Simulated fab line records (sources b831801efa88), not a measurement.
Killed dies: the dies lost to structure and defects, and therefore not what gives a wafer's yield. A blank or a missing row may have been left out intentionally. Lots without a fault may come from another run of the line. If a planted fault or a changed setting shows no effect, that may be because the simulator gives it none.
The same fault as seen by 2 desks / flow sky130 / only its own numbers are on each desk; what lay behind them is given at the end

== METROLOGY DESK ==
Means of the sampled wafers that have a number, per lot and without regard to the tool the lot ran on: this is what the gauges read. A lot is out of limits, marked OUT, if its mean lies more than 4 standard deviations from the usual mean; the brackets give that distance.
Columns: A = CAPM_TIN_RS at SKY_CAPM_RS_MEAS_03, usual 6.88 ohm/sq; B = CAPM_TIN_THK at SKY_CAPM_THK_MEAS_04, usual 201.1 nm
lot=L785; first seen here=day 37 18:29; A=6.87; B=202.6
lot=L786; first seen here=day 38 06:14; A=6.93; B=199.0
lot=L788; first seen here=day 38 17:55; A=6.75; B=203.6
lot=L789; first seen here=day 39 03:11; A=7.01; B=197.3
lot=L791; first seen here=day 39 16:34; A=6.87; B=201.7
lot=L792; first seen here=day 39 19:22; A=6.91; B=200.0
lot=L796; first seen here=day 41 10:00; A=6.90; B=201.3
lot=L799; first seen here=day 41 18:22; A=6.39 (-6.2) OUT; B=217.3 (+7.1) OUT
lot=L804; first seen here=day 43 02:20; A=6.85; B=201.4
Per this desk, out of limits: L799; the first was L799, day 41 18:22 (CAPM_TIN_RS at SKY_CAPM_RS_MEAS_03). Within limits: L785, L786, L788, L789, L791, L792, L796, L804.

== FOR THE TOOL OWNER'S DESK: pvd_sputter-02 ==
The tool's own readings at SKY_CAPM_SPUTTER_02 (material TiN, target thk 200 nm, time 166.7 s): means of the sampled wafers that have a number, for each lot that ran on this tool. A lot is out of limits, marked OUT, if its mean lies more than 4 standard deviations from the usual mean; the brackets give that distance.
Columns: A = chamber_pressure_pa at SKY_CAPM_SPUTTER_02, usual 0.4000 Pa; B = throttle_valve_pct at SKY_CAPM_SPUTTER_02, usual 30.2 %
lot=L785; first seen here=day 37 18:23; A=0.4003; B=29.6
lot=L789; first seen here=day 39 03:02; A=0.4006; B=29.7
lot=L792; first seen here=day 39 19:15; A=0.3991; B=30.7
lot=L799; first seen here=day 41 18:13; A=0.4002; B=29.9
Finding of this desk: none of the 4 lots has anything out of limits.

== PUT TOGETHER ==
Metrology desk: alarm possible at day 41 18:22 on L799.
The tool owner's desk saw nothing out of limits.
The tool owner's desk has L799 on record, within its limits.
Every lot named ran SKY_CAPM_SPUTTER_02 on pvd_sputter-02.

== WHAT THE SIMULATOR HAD PUT IN ==
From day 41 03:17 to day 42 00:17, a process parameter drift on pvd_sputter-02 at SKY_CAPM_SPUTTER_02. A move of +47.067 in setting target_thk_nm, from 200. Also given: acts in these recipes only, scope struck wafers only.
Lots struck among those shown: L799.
Per desk, hours elapsed from the start of the fault to the first reading out of limits: for the metrology desk, 15.
